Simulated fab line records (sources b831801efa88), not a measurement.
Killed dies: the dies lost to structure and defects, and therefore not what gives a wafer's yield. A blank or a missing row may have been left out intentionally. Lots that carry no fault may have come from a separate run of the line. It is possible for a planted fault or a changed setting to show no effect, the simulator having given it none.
fab line records + flow sky130
record
- lots=12
- wafers=36
- last_day=49
route steps=708 shown DNWELL@41 METAL2@486 VIA3@575 PAD_OPEN@708
lots with no fault: from the same line, run without faults
start_h: start of the lot's first displayed wafer, in hours after the record's first day + wait_h: hours elapsed since this lot's preceding step + " unchanged from the row above + L1.1+2: several wafers, shown together as one row + - either no value or no given start + * or withheld: withheld + < > ~ a bound
route shown NAME@n: a module of which the file shows steps, and the number in the route of the first + usual: mean/standard deviation of fault-free wafers + same: alike in all rows + chamber/n: place in a boat + sites: per-site readings + _std_site: their standard deviation + _edge_site: the outer-site mean with the inner-site mean subtracted + radius_mm: for every site, how far away it sits from the centre of the wafer + mask NAME#n: copy n + behind: the tool/chamber that last shaped the wafer + hold: reason for holding the lot/hours on hold/outcome of the hold + device: transistor that didn't switch, given as n, p or np + end of line: at the end of the route, the tests of the same wafers + a step with no rows: only its recipe + killed: dies that structure and defects cost at the first sort, which is not the same as the wafer's yield + map: per-die view of a wafer (x killed, . not killed, _ where there is no die)
set.NAME: the run value of the setting; set.NAME@STEP: its run value at that earlier step + model.NAME: the simulator's own value behind a step, which no gauge read
one table for each step of the route and one row for each wafer, over a sample of lots
services: when a tool's chamber went out of use (start_h, in hours from the record's first day, below 0 if earlier), for how many hours, and the reason
## steps
# step SKY_DNWELL_DEVELOP_06
# recipe
- wall_angle_deg=90
- developer=TMAH
- develop_time_s=60
- dev_temp_c=23
# usual
- developer_temp_C=23.00/0.11
| lot.wafer | tool           | chamber | start_h | wait_h | developer_temp_C |
|-----------|----------------|---------|---------|--------|------------------|
| L863.2    | litho_track-02 | 0       | 49      | -      | 23.04            |
| L863.3    | "              | 0       | "       | "      | 23.00            |
| L863.4    | "              | 0       | "       | "      | 22.99            |
| L865.3    | litho_track-04 | 0       | 60      | -      | 22.95            |
| L865.4    | "              | 0       | "       | "      | 22.95            |
| L865.6    | "              | 0       | "       | "      | 22.86            |
| L867.1    | litho_track-03 | 0       | 77      | -      | 23.04            |
| L867.4    | "              | 0       | "       | "      | 22.90            |
| L867.6    | "              | 0       | "       | "      | 23.04            |
| L868.1    | litho_track-02 | 0       | 81      | -      | 22.97            |
| L868.2    | "              | 0       | "       | "      | 22.84            |
| L868.4    | "              | 0       | "       | "      | 23.02            |
| L869.2    | litho_track-03 | 0       | 86      | -      | 23.10            |
| L869.3    | "              | 0       | "       | "      | 23.07            |
| L869.4    | "              | 0       | "       | "      | 22.96            |
| L871.2    | litho_track-02 | 0       | 97      | -      | 22.99            |
| L871.4    | "              | 0       | "       | "      | 23.13            |
| L871.5    | "              | 0       | "       | "      | 23.04            |
| L872.4    | litho_track-02 | 0       | 101     | -      | 22.83            |
| L872.5    | "              | 0       | "       | "      | 22.99            |
| L872.6    | "              | 0       | "       | "      | 22.71            |
| L875.3    | litho_track-02 | 0       | 116     | -      | 22.93            |
| L875.4    | "              | 0       | "       | "      | 22.94            |
| L875.5    | "              | 0       | "       | "      | 22.97            |
| L876.1    | litho_track-02 | 0       | 123     | -      | 22.92            |
| L876.3    | "              | 0       | "       | "      | 22.97            |
| L876.5    | "              | 0       | "       | "      | 22.90            |
| L877.2    | litho_track-02 | 0       | 128     | -      | 23.04            |
| L877.3    | "              | 0       | "       | "      | 23.03            |
| L877.5    | "              | 0       | "       | "      | 22.96            |
| L878.2    | litho_track-02 | 0       | 133     | -      | 22.92            |
| L878.4    | "              | 0       | "       | "      | 23.04            |
| L878.6    | "              | 0       | "       | "      | 23.03            |
| L883.3    | litho_track-03 | 0       | 162     | -      | 23.34            |
| L883.4    | "              | 0       | "       | "      | 23.05            |
| L883.5    | "              | 0       | "       | "      | 23.09            |
# step SKY_METAL2_SPUTTER_03
# recipe
- material=Ti
- target_thk_nm=5
- power_w=3000
- time_s=3.3
- chamber_pressure_pa=0.4
# usual
- cathode_dc_power_W=3000.0/0.51
- throttle_valve_pct=30.1/1.1
| lot.wafer | tool           | chamber | start_h | wait_h | cathode_dc_power_W | throttle_valve_pct |
|-----------|----------------|---------|---------|--------|--------------------|--------------------|
| L863.2    | pvd_sputter-02 | -       | 791.70  | 0.0    | 2999.7             | 30.8               |
| L863.3    | "              | -       | "       | "      | 2999.8             | 31.8               |
| L863.4    | "              | -       | "       | "      | 2999.4             | 31.0               |
| L865.3    | pvd_sputter-02 | -       | 800.91  | 0.0    | 2999.8             | 30.8               |
| L865.4    | "              | -       | "       | "      | 2999.7             | 31.8               |
| L865.6    | "              | -       | "       | "      | 3000.2             | 29.8               |
| L868.1    | pvd_sputter-03 | -       | 843.40  | 0.0    | 3000.1             | 28.1               |
| L868.2    | "              | -       | "       | "      | 3000.0             | 31.0               |
| L868.4    | "              | -       | "       | "      | 3000.3             | 29.2               |
| L867.1    | pvd_sputter-03 | -       | 849.20  | 0.0    | 2999.9             | 29.1               |
| L867.4    | "              | -       | "       | "      | 3000.5             | 29.5               |
| L867.6    | "              | -       | "       | "      | 3000.4             | 28.1               |
| L869.2    | pvd_sputter-02 | -       | 851.68  | 0.0    | 2999.8             | 31.0               |
| L869.3    | "              | -       | "       | "      | 2999.7             | 31.9               |
| L869.4    | "              | -       | "       | "      | 3000.3             | 29.6               |
| L871.2    | pvd_sputter-04 | -       | 856.16  | 0.0    | 3000.5             | 30.0               |
| L871.4    | "              | -       | "       | "      | 2999.8             | 30.1               |
| L871.5    | "              | -       | "       | "      | 3000.5             | 29.7               |
| L872.4    | pvd_sputter-03 | -       | 890.01  | 0.0    | 3000.0             | 31.0               |
| L872.5    | "              | -       | "       | "      | 2999.9             | 28.0               |
| L872.6    | "              | -       | "       | "      | 3000.1             | 29.6               |
| L875.3    | pvd_sputter-02 | -       | 892.26  | 0.0    | 2999.9             | 30.9               |
| L875.4    | "              | -       | "       | "      | 2999.8             | 32.1               |
| L875.5    | "              | -       | "       | "      | 3000.6             | 30.8               |
| L876.1    | pvd_sputter-02 | -       | 895.60  | 0.0    | 3000.3             | 30.7               |
| L876.3    | "              | -       | "       | "      | 2999.7             | 31.6               |
| L876.5    | "              | -       | "       | "      | 3000.0             | 31.8               |
| L878.2    | pvd_sputter-03 | -       | 900.33  | 0.0    | 3000.3             | 28.6               |
| L878.4    | "              | -       | "       | "      | 3000.1             | 31.1               |
| L878.6    | "              | -       | "       | "      | 3000.2             | 31.0               |
| L877.2    | pvd_sputter-03 | -       | 902.81  | 0.0    | 3000.5             | 29.3               |
| L877.3    | "              | -       | "       | "      | 3000.3             | 28.2               |
| L877.5    | "              | -       | "       | "      | 2999.4             | 31.1               |
| L883.3    | pvd_sputter-03 | -       | 935.26  | 0.0    | 2999.9             | 29.1               |
| L883.4    | "              | -       | "       | "      | 3000.6             | 29.4               |
| L883.5    | "              | -       | "       | "      | 3000.6             | 31.1               |
# step SKY_METAL2_STRIP_20
# recipe
- chemistry=O2/N2
- power_w=1400
- pressure_mtorr=1500
- platen_temp_c=withheld
- o2_flow_sccm=3000
- n2_flow_sccm=300
- overash_fraction=0.5
# usual
- drypump_motor_current_A=5.8/0.41
- oes_product_au=0.341/0.0051
- strip_time_to_endpoint_s=2.65/0.051
| lot.wafer | tool            | chamber | start_h | wait_h | drypump_motor_current_A | oes_product_au | rf_hours_counter_h | strip_time_to_endpoint_s |
|-----------|-----------------|---------|---------|--------|-------------------------|----------------|--------------------|--------------------------|
| L863.2    | plasma_asher-04 | 1       | 818.67  | 0.1    | 5.2                     | 0.336          | 38                 | 2.61                     |
| L863.3    | "               | 1       | "       | "      | 5.2                     | 0.338          | -                  | 2.63                     |
| L863.4    | "               | 0       | "       | "      | 6.2                     | 0.338          | -                  | 2.71                     |
| L865.3    | plasma_asher-03 | 1       | 828.08  | 0.1    | 6.4                     | 0.334          | -                  | 2.64                     |
| L865.4    | "               | 0       | "       | "      | 5.8                     | 0.349          | -                  | 2.71                     |
| L865.6    | "               | 1       | "       | "      | 6.5                     | 0.333          | -                  | 2.62                     |
| L868.1    | plasma_asher-03 | 1       | 869.85  | 0.1    | 6.4                     | 0.346          | 12                 | 2.67                     |
| L868.2    | "               | 0       | "       | "      | 5.8                     | 0.337          | 12                 | 2.68                     |
| L868.4    | "               | 0       | "       | "      | 5.8                     | 0.349          | -                  | 2.72                     |
| L867.1    | plasma_asher-04 | 1       | 876.12  | 0.1    | 5.2                     | 0.337          | 44                 | 2.73                     |
| L867.4    | "               | 0       | "       | "      | 6.2                     | 0.348          | -                  | 2.68                     |
| L867.6    | "               | 0       | "       | "      | 6.2                     | 0.343          | -                  | 2.70                     |
| L869.2    | plasma_asher-01 | 0       | 878.35  | 0.1    | 5.9                     | 0.345          | 102                | 2.71                     |
| L869.3    | "               | 1       | "       | "      | 5.5                     | 0.341          | -                  | 2.77                     |
| L869.4    | "               | 0       | "       | "      | 6.0                     | 0.341          | -                  | 2.72                     |
| L871.2    | plasma_asher-04 | 0       | 882.98  | 0.1    | 6.2                     | 0.341          | 45                 | 2.66                     |
| L871.4    | "               | 1       | "       | "      | 5.2                     | 0.338          | -                  | 2.66                     |
| L871.5    | "               | 0       | "       | "      | 6.2                     | 0.345          | -                  | 2.61                     |
| L872.4    | plasma_asher-01 | 0       | 916.02  | 0.1    | 5.9                     | 0.344          | -                  | 2.61                     |
| L872.5    | "               | 0       | "       | "      | 5.9                     | 0.333          | -                  | 2.62                     |
| L872.6    | "               | 1       | "       | "      | 5.5                     | 0.343          | -                  | 2.59                     |
| L875.3    | plasma_asher-01 | 0       | 917.69  | 0.1    | 5.9                     | 0.339          | -                  | 2.59                     |
| L875.4    | "               | 1       | "       | "      | 5.5                     | 0.347          | -                  | 2.68                     |
| L875.5    | "               | 1       | "       | "      | 5.5                     | 0.348          | -                  | 2.59                     |
| L876.1    | plasma_asher-01 | 0       | 921.34  | 0.1    | 6.0                     | 0.345          | 106                | 2.67                     |
| L876.3    | "               | 0       | "       | "      | 5.9                     | 0.342          | -                  | 2.66                     |
| L876.5    | "               | 0       | "       | "      | 5.9                     | 0.343          | -                  | 2.68                     |
| L878.2    | plasma_asher-04 | 0       | 925.75  | 0.1    | 6.2                     | 0.348          | 49                 | 2.67                     |
| L878.4    | "               | 1       | "       | "      | 5.2                     | 0.336          | -                  | 2.59                     |
| L878.6    | "               | 1       | "       | "      | 5.2                     | 0.342          | -                  | 2.64                     |
| L877.2    | plasma_asher-04 | 1       | 928.27  | 0.1    | 5.2                     | 0.336          | 49                 | 2.59                     |
| L877.3    | "               | 0       | "       | "      | 6.1                     | 0.334          | -                  | 2.59                     |
| L877.5    | "               | 0       | "       | "      | 6.1                     | 0.338          | -                  | 2.68                     |
| L883.3    | plasma_asher-04 | 1       | 959.79  | 0.1    | 5.2                     | 0.336          | -                  | 2.60                     |
| L883.4    | "               | 0       | "       | "      | 6.2                     | 0.345          | -                  | 2.70                     |
| L883.5    | "               | 0       | "       | "      | 6.2                     | 0.346          | -                  | 2.59                     |
# step SKY_VIA3_CMP_02
# recipe
- material=SiO2
- down_force_psi=4
- platen_rpm=60
- pad_velocity_m_s=0.94248
# usual
- head_pressure_psi=4.001/0.0086
- motor_current_A=12.2/1.1
- platen_rpm=60.00/0.042
| lot.wafer | tool   | chamber | start_h | wait_h | head_pressure_psi | motor_current_A | platen_rpm |
|-----------|--------|---------|---------|--------|-------------------|-----------------|------------|
| L863.2    | cmp-02 | 1       | 902.40  | 0.0    | 3.994             | 12.4            | 59.99      |
| L863.3    | "      | 2       | "       | "      | 3.997             | 12.7            | 60.00      |
| L863.4    | "      | 0       | "       | "      | 3.989             | 13.3            | 59.97      |
| L865.3    | cmp-01 | 0       | 912.08  | 0.0    | 4.005             | 13.8            | 60.04      |
| L865.4    | "      | 3       | "       | "      | 4.001             | 11.5            | 60.03      |
| L865.6    | "      | 1       | "       | "      | 3.978             | 11.6            | 59.91      |
| L868.1    | cmp-01 | 0       | 950.60  | 0.1    | 4.014             | 12.7            | 59.96      |
| L868.2    | "      | 1       | "       | "      | 4.011             | 12.0            | 60.14      |
| L868.4    | "      | 2       | "       | "      | 4.000             | 13.4            | 60.06      |
| L867.4    | cmp-02 | 3       | 956.31  | 0.1    | 4.001             | 10.1            | 59.98      |
| L867.1    | "      | 0       | "       | "      | 4.011             | 12.6            | 60.06      |
| L867.6    | "      | 2       | "       | "      | 3.988             | 12.1            | 60.00      |
| L869.4    | cmp-01 | 1       | 962.08  | 0.0    | 4.017             | 11.8            | 60.01      |
| L869.3    | "      | 2       | "       | "      | 3.993             | 13.5            | 60.01      |
| L869.2    | "      | 0       | "       | "      | 3.986             | 13.2            | 59.97      |
| L871.4    | cmp-01 | 1       | 962.38  | 0.1    | 4.004             | 12.0            | 60.01      |
| L871.2    | "      | 0       | "       | "      | 4.017             | 12.8            | 60.00      |
| L871.5    | "      | 1       | "       | "      | 4.018             | 11.0            | 60.04      |
| L872.4    | cmp-02 | 0       | 993.78  | 0.0    | 3.986             | 13.6            | 59.97      |
| L872.6    | "      | 0       | "       | "      | 4.002             | 13.5            | 60.03      |
| L872.5    | "      | 1       | "       | "      | 4.002             | 12.9            | 60.00      |
| L875.3    | cmp-01 | 2       | 994.36  | 0.1    | 4.009             | 13.1            | 59.94      |
| L875.4    | "      | 0       | "       | "      | 4.004             | 12.9            | 59.95      |
| L875.5    | "      | 2       | "       | "      | 4.016             | 12.6            | 59.97      |
| L876.3    | cmp-01 | 3       | 997.74  | 0.1    | 3.996             | 11.3            | 60.06      |
| L876.1    | "      | 0       | "       | "      | 3.998             | 13.8            | 59.90      |
| L876.5    | "      | 2       | "       | "      | 4.010             | 12.7            | 59.99      |
| L878.2    | cmp-02 | 1       | 999.67  | 0.0    | 3.997             | 12.9            | 59.97      |
| L878.4    | "      | 0       | "       | "      | 3.998             | 12.9            | 60.00      |
| L878.6    | "      | 2       | "       | "      | 4.005             | 12.1            | 60.01      |
| L877.2    | cmp-02 | 0       | 1004.37 | 0.1    | 4.001             | 13.2            | 59.99      |
| L877.3    | "      | 1       | "       | "      | 4.011             | 12.8            | 59.97      |
| L877.5    | "      | 3       | "       | "      | 3.997             | 10.1            | 59.92      |
| L883.3    | cmp-02 | 1       | 1034.62 | 0.0    | 4.001             | 13.3            | 59.97      |
| L883.4    | "      | 3       | "       | "      | 4.001             | 9.6             | 60.01      |
| L883.5    | "      | 2       | "       | "      | 3.991             | 12.5            | 60.05      |
# step SKY_PAD_OPEN_PROBE_99
# usual
- killed_at_M0_to_M3=43/7.5
- killed_at_M4_up=2.8/1.8
- killed_at_contacts=24/5.3
- killed_at_front_end=14/4.2
- killed_at_other=0.3/0.54
- killed_dies=84/9.4
- killed_on_rim=16/3.3
- killed_open=46/7.1
- killed_short=38/6.6
# same
- gross_dies=492
- killed_at_back_side=0
| lot.wafer | tool      | chamber | start_h | wait_h | hold                   | killed_at_M0_to_M3 | killed_at_M4_up | killed_at_contacts | killed_at_front_end | killed_at_other | killed_dies | killed_on_rim | killed_open | killed_short |
|-----------|-----------|---------|---------|--------|------------------------|--------------------|-----------------|--------------------|---------------------|-----------------|-------------|---------------|-------------|--------------|
| L872.4    | prober-02 | -       | 1152.48 | 0.2    | -                      | 54                 | 1               | 21                 | 16                  | 1               | 93          | 18            | 43          | 48           |
| L872.5    | prober-02 | -       | 1152.53 | 0.2    | -                      | 40                 | 3               | 30                 | 15                  | 1               | 89          | 16            | 47          | 41           |
| L872.6    | prober-02 | -       | 1152.58 | 0.2    | -                      | 48                 | 2               | 21                 | 14                  | 1               | 86          | 19            | 45          | 38           |
| L876.1    | prober-01 | -       | 1153.84 | 0.1    | -                      | 43                 | 2               | 17                 | 19                  | 0               | 81          | 16            | 46          | 35           |
| L876.3    | prober-01 | -       | 1153.94 | 0.2    | -                      | 44                 | 2               | 16                 | 26                  | 0               | 88          | 15            | 43          | 45           |
| L876.5    | prober-01 | -       | 1154.04 | 0.2    | -                      | 51                 | 3               | 16                 | 13                  | 0               | 83          | 16            | 50          | 33           |
| L878.2    | prober-01 | -       | 1154.70 | 0.1    | await_dispo/5.1h/scrap | 54                 | 6               | 19                 | 413                 | 0               | 492         | 96            | 50          | 43           |
| L878.4    | prober-01 | -       | 1154.80 | 0.2    | await_dispo/5.1h/scrap | 36                 | 1               | 20                 | 434                 | 1               | 492         | 96            | 43          | 31           |
| L878.6    | prober-01 | -       | 1154.90 | 0.2    | await_dispo/5.1h/scrap | 47                 | 5               | 21                 | 418                 | 1               | 492         | 96            | 45          | 48           |
| L877.2    | prober-02 | -       | 1157.77 | 0.1    | await_dispo/4.7h/scrap | 46                 | 1               | 31                 | 414                 | 0               | 492         | 96            | 53          | 48           |
| L877.3    | prober-02 | -       | 1157.82 | 0.2    | await_dispo/4.7h/scrap | 58                 | 6               | 21                 | 406                 | 1               | 492         | 96            | 58          | 48           |
| L877.5    | prober-02 | -       | 1157.92 | 0.2    | await_dispo/4.7h/scrap | 54                 | 8               | 28                 | 401                 | 1               | 492         | 96            | 47          | 56           |
# killed by level:class
L872.4 VIA1:geometric_particle:open=11 VIA2:geometric_particle:open=8 VIA3:geometric_particle:open=8 CONTACT:geometric_particle:open=7 POLY_GATE:geometric_particle:short=6 LOCAL_INTERCONNECT:geometric_particle:short=6 VIA1:geometric_particle:short=6 METAL1:geometric_particle:short=6
L872.5 LI_CONTACT:geometric_particle:open=9 CONTACT:geometric_particle:open=8 CONTACT:geometric_particle:short=7 VIA1:geometric_particle:open=7 METAL2:geometric_particle:short=7 METAL1:geometric_particle:short=5 VIA2:geometric_particle:open=5 FIELD_ISO:geometric_particle:short=4
L872.6 CONTACT:geometric_particle:open=9 METAL1:geometric_particle:short=9 VIA1:geometric_particle:open=9 VIA2:geometric_particle:open=8 METAL2:geometric_particle:short=5 VIA3:geometric_particle:open=5 FIELD_ISO:geometric_particle:short=4 VIA3:geometric_particle:short=4
L876.1 VIA2:geometric_particle:open=10 CONTACT:geometric_particle:open=7 VIA1:geometric_particle:open=7 METAL2:geometric_particle:short=7 FIELD_ISO:geometric_particle:open=6 FIELD_ISO:geometric_particle:short=4 POLY_GATE:geometric_particle:open=4 LI_CONTACT:geometric_particle:open=4
L876.3 CONTACT:geometric_particle:open=11 VIA1:geometric_particle:open=9 FIELD_ISO:geometric_particle:short=7 METAL2:geometric_particle:short=7 VIA2:geometric_particle:open=6 POLY_GATE:geometric_particle:open=5 VIA3:geometric_particle:short=5 SPACER:geometric_particle:short=4
L876.5 VIA2:geometric_particle:open=12 VIA1:geometric_particle:open=9 METAL2:geometric_particle:short=8 VIA3:geometric_particle:open=7 LI_CONTACT:geometric_particle:open=6 POLY_GATE:geometric_particle:open=5 FIELD_ISO:geometric_particle:open=4 CONTACT:geometric_particle:short=4
L878.2 DNWELL:area_develop=399 VIA1:geometric_particle:open=12 VIA3:geometric_particle:open=8 VIA1:geometric_particle:short=6 CONTACT:geometric_particle:open=6 VIA2:geometric_particle:open=6 VIA2:geometric_particle:short=6 LI_CONTACT:geometric_particle:open=5
L878.4 DNWELL:area_develop=417 VIA1:geometric_particle:open=12 METAL1:geometric_particle:short=8 CONTACT:geometric_particle:open=7 LI_CONTACT:geometric_particle:open=6 FIELD_ISO:geometric_particle:open=5 CONTACT:geometric_particle:short=4 FIELD_ISO:geometric_particle:short=3
L878.6 DNWELL:area_develop=396 METAL1:geometric_particle:short=14 CONTACT:geometric_particle:open=9 VIA1:geometric_particle:open=9 VIA2:geometric_particle:open=8 FIELD_ISO:geometric_particle:open=7 METAL2:geometric_particle:short=5 VIA3:geometric_particle:open=5
L877.2 DNWELL:area_develop=391 VIA2:geometric_particle:open=10 LI_CONTACT:geometric_particle:open=8 LOCAL_INTERCONNECT:geometric_particle:short=7 VIA3:geometric_particle:open=7 METAL1:geometric_particle:short=7 FIELD_ISO:geometric_particle:open=6 CONTACT:geometric_particle:open=6
L877.3 DNWELL:area_develop=386 VIA2:geometric_particle:open=13 VIA1:geometric_particle:open=9 METAL2:geometric_particle:short=9 POLY_GATE:geometric_particle:short=8 POLY_GATE:geometric_particle:open=7 CONTACT:geometric_particle:open=7 VIA3:geometric_particle:open=6
L877.5 DNWELL:area_develop=388 VIA1:geometric_particle:open=11 CONTACT:geometric_particle:open=9 VIA3:geometric_particle:open=8 METAL1:geometric_particle:short=7 VIA1:geometric_particle:short=7 LI_CONTACT:geometric_particle:open=6 METAL4:geometric_particle:short=6
## services
| tool            | chamber | start_h | hours | kind   |
|-----------------|---------|---------|-------|--------|
| pvd_sputter-03  | -       | 40.40   | 9.4   | repair |
| plasma_asher-04 | -       | 43.65   | 0.7   | repair |
| cmp-02          | -       | 49.50   | 3.5   | repair |
| cmp-01          | -       | 53.40   | 6.6   | repair |
| cmp-01          | -       | 64.00   | 4.0   | pm     |
| plasma_asher-04 | -       | 65.53   | 1.0   | repair |
| cmp-01          | -       | 89.05   | 1.7   | repair |
| cmp-02          | -       | 121.83  | 6.3   | pm     |
| cmp-02          | -       | 133.44  | 0.5   | repair |
| cmp-02          | -       | 232.06  | 4.0   | pm     |
| cmp-01          | -       | 241.56  | 1.1   | repair |
| cmp-02          | -       | 259.78  | 0.5   | repair |
| cmp-01          | -       | 261.68  | 1.0   | repair |
| cmp-01          | -       | 263.22  | 3.9   | pm     |
| cmp-01          | -       | 281.03  | 0.5   | repair |
| cmp-02          | -       | 313.98  | 4.3   | pm     |
| plasma_asher-04 | -       | 342.01  | 4.0   | repair |
| cmp-01          | -       | 342.54  | 12.1  | pm     |
| cmp-02          | -       | 353.74  | 1.5   | repair |
| cmp-01          | -       | 359.82  | 2.9   | repair |
| pvd_sputter-03  | -       | 367.52  | 9.0   | repair |
| cmp-01          | -       | 381.83  | 3.0   | pm     |
| plasma_asher-04 | -       | 394.40  | 14.6  | pm     |
| cmp-01          | -       | 404.00  | 4.0   | pm     |
## key
first_sign
- step=SKY_PAD_OPEN_PROBE_99
- reading=killed_at_front_end
- direction=up
- sigmas=95
- usual=14
- struck=414
effect
- step=SKY_PAD_OPEN_PROBE_99
- reading=killed_dies
- direction=up
- sigmas=43
- usual=84
- struck=492
more_kills_born_at
- SKY_DNWELL_DEVELOP_06@litho_track-02=2377
met_at SKY_DNWELL_DEVELOP_06
struck_lots L877,L878
tester_left_out L877,L878
not_acting_at SKY_METAL2_SPUTTER_03,SKY_METAL2_STRIP_20,SKY_VIA3_CMP_02
onset_between 123 128
fault
- kind=process_parameter_drift
- tool=litho_track-02
- chamber=-
- onset_h=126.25
- steps=SKY_DNWELL_DEVELOP_06
- channel=develop_time_s
- offset=*
- shape=step
- end_h=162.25
- acts_in=*
- stated=*
# tester_left_out: of these lots the tester's yield and bins aren't shown, on N5 and GAA mostly nor the transistor test; their killed dies are dies lost to structure and defects alone, not to doping, threshold or leakage, so they don't give the yield
